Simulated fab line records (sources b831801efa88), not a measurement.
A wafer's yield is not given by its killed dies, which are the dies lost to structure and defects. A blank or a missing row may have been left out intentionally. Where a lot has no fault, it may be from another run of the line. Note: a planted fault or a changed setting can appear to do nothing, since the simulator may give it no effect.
fab line records	flow gf180mcu
[record] lots = 24	wafers = 72	lastDay = 34
route steps=602 shown DUAL_GATE@144 V1@338 M2@366 MIM@508
lots that met no fault: taken from a fault-free run of the same line
startH: hours from the record's first day to the start of the lot's first wafer shown	waitH: hours since the lot's step before	" same as the row above	L1.1+2: several wafers, shown together as one row	- either no value or no given start	* or withheld: withheld	< > ~ a bound
route shown NAME@n: names a module that has steps shown in the file, with the first one's number in the route	usual: the fault-free wafers' mean and standard deviation	same: alike in all rows	chamber/n: place in a boat	sites: readings site by site	_std_site: standard deviation across them	_edge_site: mean of outer sites minus mean of inner sites	radiusMm: for every site, how far away it sits from the centre of the wafer	mask NAME#n: copy n	behind: the tool/chamber that last shaped the wafer	hold: why the lot was held/for how many hours/how that ended	device: which transistor (n, p or np) failed to switch	end of line: the route-end tests of the same wafers	a step with no rows: only its recipe	killed: dies that structure and defects cost at the first sort, which is not the same as the wafer's yield	map: a wafer's dies, x killed, . not, _ none there
set.NAME: the run value of the setting; set.NAME@STEP: its run value at that earlier step	model.NAME: the simulator's own value behind a step, which no gauge read
the route's steps for a sample of lots (tables are steps, rows are wafers)
services: the hour from which a tool's chamber was out of use, counted from the record's first day as startH (under 0 if before that day), plus the number of hours and why
[[steps]]
[step GF_DUAL_GATE_THK_MEAS_03]
[recipe] reads = SiO2_of_DUAL_GATE_OXIDATION_02
[usual] DUAL_GATE_OXIDATION_00_THK = 11.01/0.19
lot.wafer	tool	chamber	startH	waitH	DUAL_GATE_OXIDATION_00_THK[nm]
L074.2	filmMetro-02	-	158.05	0.0	10.81
L074.3	"	-	"	"	10.69
L074.5	"	-	"	"	10.63
L075.2	filmMetro-04	-	168.90	0.0	10.80
L075.3	"	-	"	"	10.78
L075.5	"	-	"	"	10.79
L076.1	filmMetro-04	-	178.50	0.0	10.86
L076.2	"	-	"	"	11.02
L076.6	"	-	"	"	11.06
L077.1	filmMetro-03	-	181.20	0.0	10.90
L077.2	"	-	"	"	11.05
L077.3	"	-	"	"	10.96
L078.1	filmMetro-02	-	190.64	0.0	11.25
L078.2	"	-	"	"	10.86
L078.3	"	-	"	"	11.09
L079.2	filmMetro-03	-	194.88	0.0	11.30
L079.3	"	-	"	"	11.10
L079.6	"	-	"	"	11.11
L080.1	filmMetro-02	-	205.66	0.0	11.16
L080.2	"	-	"	"	10.90
L080.4	"	-	"	"	10.87
L081.1	filmMetro-03	-	213.77	0.0	11.06
L081.5	"	-	"	"	10.96
L081.6	"	-	"	"	11.12
L082.3	filmMetro-02	-	220.71	0.0	10.94
L082.4	"	-	"	"	10.76
L082.5	"	-	"	"	10.83
L083.1	filmMetro-02	-	220.75	0.1	10.90
L083.3	"	-	"	"	11.08
L083.6	"	-	"	"	10.81
L084.1	filmMetro-04	-	230.35	0.0	10.95
L084.2	"	-	"	"	11.00
L084.4	"	-	"	"	10.85
L085.2	filmMetro-02	-	233.20	0.0	11.13
L085.5	"	-	"	"	11.20
L085.6	"	-	"	"	11.08
L086.1	filmMetro-03	-	238.60	0.0	10.97
L086.3	"	-	"	"	11.14
L086.6	"	-	"	"	11.10
L087.3	filmMetro-04	-	246.41	0.0	11.30
L087.4	"	-	"	"	11.38
L087.5	"	-	"	"	11.53
L088.3	filmMetro-02	-	252.79	0.0	11.23
L088.4	"	-	"	"	11.19
L088.5	"	-	"	"	11.27
L089.1	filmMetro-03	-	259.35	0.0	10.99
L089.2	"	-	"	"	10.84
L089.3	"	-	"	"	10.72
L090.3	filmMetro-04	-	269.06	0.0	11.01
L090.5	"	-	"	"	10.85
L090.6	"	-	"	"	10.95
L091.2	filmMetro-04	-	274.36	0.0	11.15
L091.3	"	-	"	"	11.09
L091.4	"	-	"	"	11.11
L092.2	filmMetro-04	-	277.97	0.0	11.18
L092.5	"	-	"	"	11.07
L092.6	"	-	"	"	11.05
L093.2	filmMetro-02	-	284.28	0.0	11.18
L093.3	"	-	"	"	11.08
L093.5	"	-	"	"	11.03
L094.2	filmMetro-02	-	289.75	0.0	10.99
L094.3	"	-	"	"	11.05
L094.4	"	-	"	"	11.24
L095.2	filmMetro-04	-	298.66	0.0	10.93
L095.4	"	-	"	"	10.96
L095.6	"	-	"	"	10.88
L096.3	filmMetro-02	-	304.63	0.0	10.85
L096.5	"	-	"	"	10.83
L096.6	"	-	"	"	10.93
L097.1	filmMetro-04	-	314.67	0.0	10.76
L097.2	"	-	"	"	10.87
L097.4	"	-	"	"	10.82
[step GF_V1_THK_MEAS_03]
[recipe] reads = SiO2_of_V1_CVD_02
[usual] V1_CVD_02_THK = 853/11
lot.wafer	tool	chamber	startH	waitH	V1_CVD_02_THK[nm]
L074.2	filmMetro-03	-	386.14	0.0	856
L074.3	"	-	"	"	855
L074.5	"	-	"	"	865
L075.2	filmMetro-02	-	403.68	0.0	849
L075.3	"	-	"	"	852
L075.5	"	-	"	"	875
L076.1	filmMetro-02	-	420.12	0.1	837
L076.2	"	-	"	"	849
L076.6	"	-	"	"	855
L077.1	filmMetro-04	-	420.96	0.0	863
L077.2	"	-	"	"	857
L077.3	"	-	"	"	842
L078.1	filmMetro-04	-	438.79	0.0	854
L078.2	"	-	"	"	839
L078.3	"	-	"	"	840
L079.2	filmMetro-03	-	440.29	0.0	863
L079.3	"	-	"	"	844
L079.6	"	-	"	"	877
L080.1	filmMetro-02	-	452.42	0.0	874
L080.2	"	-	"	"	857
L080.4	"	-	"	"	872
L081.1	filmMetro-04	-	464.77	0.0	847
L081.5	"	-	"	"	854
L081.6	"	-	"	"	848
L082.3	filmMetro-04	-	467.12	0.1	847
L082.4	"	-	"	"	862
L082.5	"	-	"	"	860
L083.1	filmMetro-04	-	470.54	0.0	853
L083.3	"	-	"	"	843
L083.6	"	-	"	"	858
L084.1	filmMetro-04	-	479.84	0.0	865
L084.2	"	-	"	"	843
L084.4	"	-	"	"	864
L085.2	filmMetro-04	-	489.33	0.0	839
L085.5	"	-	"	"	864
L085.6	"	-	"	"	859
L086.1	filmMetro-04	-	495.86	0.0	856
L086.3	"	-	"	"	847
L086.6	"	-	"	"	870
L087.3	filmMetro-02	-	504.10	0.1	825
L087.4	"	-	"	"	843
L087.5	"	-	"	"	847
L088.3	filmMetro-04	-	515.82	0.1	842
L088.4	"	-	"	"	868
L088.5	"	-	"	"	870
L089.1	filmMetro-02	-	519.39	0.0	839
L089.2	"	-	"	"	835
L089.3	"	-	"	"	839
L090.3	filmMetro-03	-	529.61	0.1	839
L090.5	"	-	"	"	849
L090.6	"	-	"	"	852
L091.2	filmMetro-03	-	538.22	0.0	830
L091.3	"	-	"	"	853
L091.4	"	-	"	"	859
L092.2	filmMetro-04	-	540.78	0.0	843
L092.5	"	-	"	"	861
L092.6	"	-	"	"	870
L093.2	filmMetro-02	-	546.95	0.0	843
L093.3	"	-	"	"	842
L093.5	"	-	"	"	861
L094.2	filmMetro-02	-	551.58	0.0	856
L094.3	"	-	"	"	851
L094.4	"	-	"	"	865
L095.2	filmMetro-03	-	565.15	0.0	830
L095.4	"	-	"	"	842
L095.6	"	-	"	"	854
L096.3	filmMetro-02	-	572.14	0.1	835
L096.5	"	-	"	"	841
L096.6	"	-	"	"	859
L097.1	filmMetro-02	-	583.45	0.0	854
L097.2	"	-	"	"	847
L097.4	"	-	"	"	866
[step GF_V1_CMP_26]
[recipe] stopOn = SiO2	downForcePsi = 3.5	platenRpm = 60	tOverpolishS = 15	targetThkNm = 0	padVelocityMS = 0.94248
[usual] motorCurrentA = 11.5/0.8	overpolishRunS = 15.000/0.0098	timeToEndpointS = 87/3.4
[same] tOverpolishS = 15
lot.wafer	tool	chamber	startH	waitH	motorCurrentA	overpolishRunS	timeToEndpointS
L074.2	cmp-01	1	411.59	0.0	11.1	14.980	91
L074.3	"	0	"	"	11.5	14.987	89
L074.5	"	2	"	"	10.5	14.998	83
L075.3	cmp-02	2	428.70	0.0	12.5	15.006	84
L075.2	"	3	"	"	12.2	15.001	83
L075.5	"	2	"	"	12.4	15.006	90
L076.1	cmp-02	3	445.85	0.1	12.8	15.012	87
L076.2	"	0	"	"	11.2	15.005	88
L076.6	"	2	"	"	12.5	14.998	88
L077.3	cmp-02	3	446.47	0.0	11.4	15.011	87
L077.1	"	0	"	"	10.8	14.996	86
L077.2	"	2	"	"	12.6	14.997	89
L078.3	cmp-01	3	464.96	0.0	10.5	15.006	79
L078.1	"	0	"	"	10.6	14.990	87
L078.2	"	2	"	"	10.2	14.996	80
L079.2	cmp-02	1	466.29	0.1	12.0	15.014	90
L079.3	"	3	"	"	12.6	14.994	85
L079.6	"	0	"	"	10.8	14.999	89
L080.1	cmp-01	3	476.74	0.1	11.0	15.005	77
L080.4	"	0	"	"	11.2	15.000	84
L080.2	"	2	"	"	10.4	14.996	84
L081.1	cmp-01	3	490.30	0.2	10.7	14.983	81
L081.5	"	0	"	"	11.6	15.012	85
L081.6	"	1	"	"	11.5	15.010	85
L082.4	cmp-02	2	492.65	0.0	12.3	15.004	89
L082.3	"	3	"	"	12.2	15.002	90
L082.5	"	2	"	"	12.1	15.008	93
L083.1	cmp-02	3	495.92	0.1	11.6	15.009	84
L083.3	"	0	"	"	10.9	15.019	88
L083.6	"	3	"	"	12.2	15.010	88
L084.1	cmp-01	3	504.88	0.1	10.4	14.999	83
L084.2	"	0	"	"	11.7	14.986	87
L084.4	"	2	"	"	10.0	15.006	81
L085.2	cmp-01	1	514.38	0.2	11.1	15.018	88
L085.6	"	2	"	"	10.3	14.999	81
L085.5	"	3	"	"	10.5	15.001	82
L086.1	cmp-02	0	520.70	0.1	11.0	14.995	90
L086.3	"	3	"	"	12.6	14.998	92
L086.6	"	1	"	"	12.0	15.000	89
L087.3	cmp-02	3	528.39	0.0	13.0	14.992	91
L087.4	"	0	"	"	10.8	15.005	86
L087.5	"	3	"	"	11.9	15.000	90
L088.4	cmp-01	2	540.24	0.0	10.8	15.010	80
L088.3	"	1	"	"	11.5	15.009	88
L088.5	"	3	"	"	10.3	14.998	82
L089.3	cmp-02	1	543.81	0.0	10.7	14.992	89
L089.1	"	3	"	"	11.8	15.007	89
L089.2	"	0	"	"	11.2	14.982	88
L090.3	cmp-01	0	553.42	0.1	11.6	15.002	91
L090.6	"	2	"	"	10.5	14.997	85
L090.5	"	3	"	"	10.5	14.996	85
L091.4	cmp-01	0	562.24	0.0	11.3	15.006	92
L091.3	"	1	"	"	11.8	14.996	93
L091.2	"	2	"	"	10.2	14.987	87
L092.2	cmp-02	2	564.12	0.0	12.7	14.985	89
L092.5	"	2	"	"	12.3	15.019	85
L092.6	"	3	"	"	12.8	14.996	83
L093.3	cmp-01	2	571.48	0.2	10.2	15.011	86
L093.2	"	3	"	"	10.7	14.999	82
L093.5	"	1	"	"	11.7	14.980	91
L094.3	cmp-02	1	574.19	0.0	12.0	15.017	87
L094.2	"	2	"	"	13.0	14.998	88
L094.4	"	3	"	"	12.2	14.994	85
L095.4	cmp-01	3	588.90	0.2	11.0	15.004	85
L095.2	"	1	"	"	11.7	15.005	89
L095.6	"	3	"	"	10.5	15.005	83
L096.3	cmp-02	2	595.75	0.1	13.1	14.982	88
L096.5	"	1	"	"	11.1	14.986	88
L096.6	"	2	"	"	13.2	14.977	84
L097.2	cmp-01	0	605.57	0.0	10.7	14.996	91
L097.4	"	2	"	"	10.9	15.014	86
L097.1	"	3	"	"	11.1	15.010	82
[step GF_M2_SPUTTER_04]
[recipe] material = TiN	targetThkNm = 50	powerW = 6500	timeS = 41.7	chamberPressurePa = 0.4
[usual] throttleValvePct = 30.0/1.2
[same] timeS = 41.7
lot.wafer	tool	chamber	startH	waitH	throttleValvePct
L074.2	pvdSputter-01	-	412.07	0.0	28.5
L074.3	"	-	"	"	30.1
L074.5	"	-	"	"	30.6
L075.2	pvdSputter-01	-	429.18	0.0	28.8
L075.3	"	-	"	"	29.7
L075.5	"	-	"	"	29.7
L076.1	pvdSputter-01	-	446.24	0.0	30.6
L076.2	"	-	"	"	28.8
L076.6	"	-	"	"	28.9
L077.1	pvdSputter-03	-	446.95	0.0	30.0
L077.2	"	-	"	"	29.4
L077.3	"	-	"	"	29.3
L078.1	pvdSputter-01	-	465.44	0.0	29.7
L078.2	"	-	"	"	28.7
L078.3	"	-	"	"	28.7
L079.2	pvdSputter-01	-	466.72	0.0	30.4
L079.3	"	-	"	"	29.9
L079.6	"	-	"	"	28.6
L080.1	pvdSputter-01	-	477.22	0.0	29.0
L080.2	"	-	"	"	30.1
L080.4	"	-	"	"	30.4
L081.1	pvdSputter-03	-	490.64	0.0	33.1
L081.5	"	-	"	"	29.3
L081.6	"	-	"	"	30.1
L082.3	pvdSputter-03	-	493.14	0.0	29.4
L082.4	"	-	"	"	29.3
L082.5	"	-	"	"	29.9
L083.1	pvdSputter-02	-	496.35	0.0	30.2
L083.3	"	-	"	"	30.7
L083.6	"	-	"	"	29.0
L084.1	pvdSputter-01	-	505.36	0.0	28.7
L084.2	"	-	"	"	30.5
L084.4	"	-	"	"	29.0
L085.2	pvdSputter-01	-	514.71	0.0	28.9
L085.5	"	-	"	"	28.5
L085.6	"	-	"	"	30.0
L086.1	pvdSputter-01	-	521.18	0.0	28.8
L086.3	"	-	"	"	29.9
L086.6	"	-	"	"	28.6
L087.3	pvdSputter-02	-	528.87	0.0	29.1
L087.4	"	-	"	"	30.7
L087.5	"	-	"	"	30.2
L088.3	pvdSputter-01	-	540.72	0.0	28.5
L088.4	"	-	"	"	30.9
L088.5	"	-	"	"	28.8
L089.1	pvdSputter-01	-	544.29	0.0	29.0
L089.2	"	-	"	"	30.5
L089.3	"	-	"	"	28.8
L090.3	pvdSputter-02	-	553.80	0.0	31.9
L090.5	"	-	"	"	30.3
L090.6	"	-	"	"	32.1
L091.2	pvdSputter-03	-	562.73	0.0	33.1
L091.3	"	-	"	"	29.4
L091.4	"	-	"	"	29.1
L092.2	pvdSputter-03	-	564.60	0.0	29.4
L092.5	"	-	"	"	29.0
L092.6	"	-	"	"	32.9
L093.2	pvdSputter-02	-	571.91	0.0	29.2
L093.3	"	-	"	"	30.7
L093.5	"	-	"	"	31.7
L094.2	pvdSputter-02	-	574.68	0.0	29.0
L094.3	"	-	"	"	31.5
L094.4	"	-	"	"	30.4
L095.2	pvdSputter-02	-	589.39	0.0	31.9
L095.4	"	-	"	"	31.9
L095.6	"	-	"	"	30.6
L096.3	pvdSputter-03	-	596.18	0.0	29.9
L096.5	"	-	"	"	29.3
L096.6	"	-	"	"	33.2
L097.1	pvdSputter-02	-	606.05	0.0	29.1
L097.2	"	-	"	"	30.7
L097.4	"	-	"	"	31.8
[step GF_MIM_CVD_05]
[recipe] material = Si3N4	targetThkNm = 42	tempMaxC = 400	tempC = 385	timeS = 29.086	rfW = 450
[usual] heaterPowerW = 687/120
[same] timeS = 29.086
lot.wafer	tool	chamber	startH	waitH	heaterPowerW
L074.2	pecvd-04	2	563.69	0.0	702
L074.3	"	1	"	"	693
L074.5	"	0	"	"	640
L075.2	pecvd-01	2	577.53	0.0	910
L075.3	"	0	"	"	700
L075.5	"	1	"	"	562
L076.1	pecvd-02	0	593.69	0.0	594
L076.2	"	2	"	"	634
L076.6	"	0	"	"	585
L077.1	pecvd-02	0	594.17	0.0	592
L077.2	"	1	"	"	962
L077.3	"	2	"	"	647
L078.1	pecvd-02	0	610.39	0.0	655
L078.2	"	1	"	"	935
L078.3	"	2	"	"	655
L079.2	pecvd-04	2	611.79	0.0	677
L079.3	"	0	"	"	578
L079.6	"	0	"	"	587
L080.1	pecvd-01	2	618.91	0.0	777
L080.2	"	1	"	"	555
L080.4	"	2	"	"	801
L081.1	pecvd-04	2	631.44	0.0	681
L081.5	"	2	"	"	669
L081.6	"	0	"	"	600
L082.3	pecvd-02	0	635.09	0.0	616
L082.4	"	0	"	"	632
L082.5	"	2	"	"	603
L083.1	pecvd-04	2	636.99	0.0	692
L083.3	"	1	"	"	710
L083.6	"	2	"	"	706
L084.1	pecvd-01	2	642.19	0.0	896
L084.2	"	0	"	"	598
L084.4	"	0	"	"	616
L085.2	pecvd-02	2	652.37	0.0	678
L085.5	"	1	"	"	967
L085.6	"	0	"	"	610
L086.1	pecvd-04	0	658.30	0.0	522
L086.3	"	2	"	"	612
L086.6	"	0	"	"	545
L087.3	pecvd-02	2	663.53	0.0	649
L087.4	"	1	"	"	927
L087.5	"	2	"	"	661
L088.3	pecvd-01	1	674.91	0.0	545
L088.4	"	0	"	"	566
L088.5	"	1	"	"	542
L089.1	pecvd-02	0	678.26	0.0	647
L089.2	"	1	"	"	881
L089.3	"	2	"	"	626
L090.3	pecvd-01	1	686.34	0.0	634
L090.5	"	0	"	"	658
L090.6	"	2	"	"	772
L091.2	pecvd-04	2	695.15	0.0	621
L091.3	"	1	"	"	654
L091.4	"	0	"	"	605
L092.2	pecvd-04	1	696.11	0.0	679
L092.5	"	1	"	"	698
L092.6	"	0	"	"	560
L094.2	pecvd-04	2	703.11	0.0	685
L094.3	"	0	"	"	547
L094.4	"	2	"	"	681
L093.2	pecvd-01	0	703.76	0.0	598
L093.3	"	2	"	"	865
L093.5	"	2	"	"	847
L095.2	pecvd-01	2	717.76	0.0	868
L095.4	"	2	"	"	899
L095.6	"	1	"	"	598
L096.3	pecvd-04	2	722.99	0.0	623
L096.5	"	1	"	"	680
L096.6	"	2	"	"	628
L097.1	pecvd-02	1	731.27	0.0	940
L097.2	"	0	"	"	613
L097.4	"	1	"	"	965
[step GF_MIM_SPUTTER_09]
[recipe] material = TiN	targetThkNm = 35	powerW = 6500	timeS = 29.2	chamberPressurePa = 0.4
[usual] throttleValvePct = 30.1/1
[same] timeS = 29.2
lot.wafer	tool	chamber	startH	waitH	throttleValvePct
L074.2	pvdSputter-01	-	563.85	0.0	28.6
L074.3	"	-	"	"	30.5
L074.5	"	-	"	"	29.9
L075.2	pvdSputter-01	-	577.69	0.0	28.5
L075.3	"	-	"	"	29.9
L075.5	"	-	"	"	30.6
L076.1	pvdSputter-01	-	593.85	0.0	29.1
L076.2	"	-	"	"	30.3
L076.6	"	-	"	"	28.9
L077.1	pvdSputter-03	-	594.33	0.0	29.3
L077.2	"	-	"	"	32.8
L077.3	"	-	"	"	29.4
L078.1	pvdSputter-04	-	610.55	0.0	29.5
L078.2	"	-	"	"	30.8
L078.3	"	-	"	"	30.0
L079.2	pvdSputter-04	-	611.95	0.0	30.9
L079.3	"	-	"	"	29.6
L079.6	"	-	"	"	30.9
L080.1	pvdSputter-03	-	619.07	0.0	29.3
L080.2	"	-	"	"	29.4
L080.4	"	-	"	"	32.6
L081.1	pvdSputter-04	-	631.60	0.0	30.9
L081.5	"	-	"	"	30.8
L081.6	"	-	"	"	29.8
L082.3	pvdSputter-01	-	635.25	0.0	29.7
L082.4	"	-	"	"	29.9
L082.5	"	-	"	"	28.7
L083.1	pvdSputter-01	-	637.15	0.0	30.4
L083.3	"	-	"	"	28.9
L083.6	"	-	"	"	30.1
L084.1	pvdSputter-04	-	642.35	0.0	29.7
L084.2	"	-	"	"	30.8
L084.4	"	-	"	"	29.9
L085.2	pvdSputter-04	-	652.53	0.0	30.9
L085.5	"	-	"	"	30.2
L085.6	"	-	"	"	30.5
L086.1	pvdSputter-04	-	658.46	0.0	30.8
L086.3	"	-	"	"	30.2
L086.6	"	-	"	"	31.0
L087.3	pvdSputter-03	-	663.69	0.0	29.6
L087.4	"	-	"	"	29.4
L087.5	"	-	"	"	29.2
L088.3	pvdSputter-03	-	675.07	0.0	29.9
L088.4	"	-	"	"	29.5
L088.5	"	-	"	"	29.3
L089.1	pvdSputter-01	-	678.42	0.0	28.8
L089.2	"	-	"	"	30.6
L089.3	"	-	"	"	29.7
L090.3	pvdSputter-04	-	686.50	0.0	30.8
L090.5	"	-	"	"	30.2
L090.6	"	-	"	"	30.7
L091.2	pvdSputter-01	-	695.31	0.0	28.8
L091.3	"	-	"	"	28.6
L091.4	"	-	"	"	30.0
L092.2	pvdSputter-01	-	696.27	0.0	28.7
L092.5	"	-	"	"	29.9
L092.6	"	-	"	"	28.7
L094.2	pvdSputter-03	-	703.27	0.0	33.0
L094.3	"	-	"	"	29.9
L094.4	"	-	"	"	29.1
L093.2	pvdSputter-04	-	703.92	0.0	29.6
L093.3	"	-	"	"	30.4
L093.5	"	-	"	"	30.6
L095.2	pvdSputter-04	-	717.92	0.0	30.3
L095.4	"	-	"	"	31.1
L095.6	"	-	"	"	31.0
L096.3	pvdSputter-03	-	723.15	0.0	29.1
L096.5	"	-	"	"	29.9
L096.6	"	-	"	"	29.3
L097.1	pvdSputter-01	-	731.43	0.0	28.8
L097.2	"	-	"	"	30.2
L097.4	"	-	"	"	29.1
[[services]]
tool	chamber	startH	hours	kind
cmp-01	-	404.00	4.0	pm
pecvd-02	0	409.80	6.4	repair
pvdSputter-02	-	412.19	1.1	repair
cmp-01	-	424.46	5.7	pm
pecvd-01	-	434.38	19.4	repair
pecvd-02	-	484.82	5.5	pm
cmp-02	-	498.83	1.2	repair
cmp-02	-	500.10	0.4	repair
cmp-02	-	545.42	0.8	repair
pecvd-04	-	554.65	1.0	repair
pvdSputter-03	-	571.32	8.4	repair
cmp-02	-	575.96	4.0	pm
cmp-02	-	591.54	3.5	pm
pvdSputter-03	-	620.23	1.0	repair
cmp-02	-	634.11	0.3	repair
pvdSputter-01	-	651.30	9.6	repair
pecvd-04	-	651.85	1.4	repair
cmp-01	-	668.69	0.5	repair
pvdSputter-03	-	678.42	2.7	repair
cmp-01	-	684.07	1.4	repair
pecvd-02	-	690.89	6.0	repair
pecvd-04	-	711.17	6.0	pm
cmp-02	-	713.77	0.5	repair
pvdSputter-03	-	723.45	1.7	repair
[[key]]
fault none
